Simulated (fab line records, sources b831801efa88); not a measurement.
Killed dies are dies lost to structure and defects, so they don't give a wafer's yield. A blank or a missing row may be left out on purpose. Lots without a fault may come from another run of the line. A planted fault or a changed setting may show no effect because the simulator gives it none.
Chamber matching | flow sky130 | SKY_FIELD_ISO_CMP_27 on cmp-01: 4 sister chambers
The step polishes, stops on Si3N4, t overpolish 16 s, target thk 457.8 nm. 4 wafers are shown with their chamber, then 9 later ones without.

WAFERS WITH THEIR CHAMBER
wafer  | chamber | time_to_endpoint_s (s)
L905.1 | 2       | 113
L907.1 | 3       | 121
L907.3 | 1       | 112
L907.4 | 0       | 117

WAFERS WITHOUT THEIR CHAMBER
wafer  | time_to_endpoint_s (s)
L913.1 | 115
L913.3 | 116
L913.4 | 112
L914.1 | 115
L914.3 | 120
L914.6 | 118
L917.3 | 117
L917.4 | 116
L917.6 | 117

WHICH CHAMBER EACH WENT THROUGH
wafer  | from the rows above          | in truth
L913.1 | can't be placed: 0 or 2 or 1 | 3
L913.3 | can't be placed: 0 or 2      | 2
L913.4 | can't be placed: 1 or 2      | 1
L914.1 | can't be placed: 0 or 2 or 1 | 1
L914.3 | can't be placed: 3 or 0      | 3
L914.6 | can't be placed: 0 or 3      | 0
L917.3 | 0                            | 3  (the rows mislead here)
L917.4 | can't be placed: 0 or 2      | 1
L917.6 | 0                            | 0
Placed correctly: 1 of 9. Can't be placed from these rows: 7 (the true chamber is among the candidates in 5). Placed wrongly: 1.
How it was worked out, from the rows above alone: a wafer's distance from a chamber is the root of the sum, over the readings, of the square of ((its reading less the chamber's mean) divided by the reading's scatter). The wafer belongs to the nearest chamber; if the next one is less than 2 further off, it can't be placed. A chamber's mean is the mean of its shown wafers. The scatter: with one shown wafer a chamber, the root of the mean of the squares of how far each hidden wafer lies from its nearest shown one.
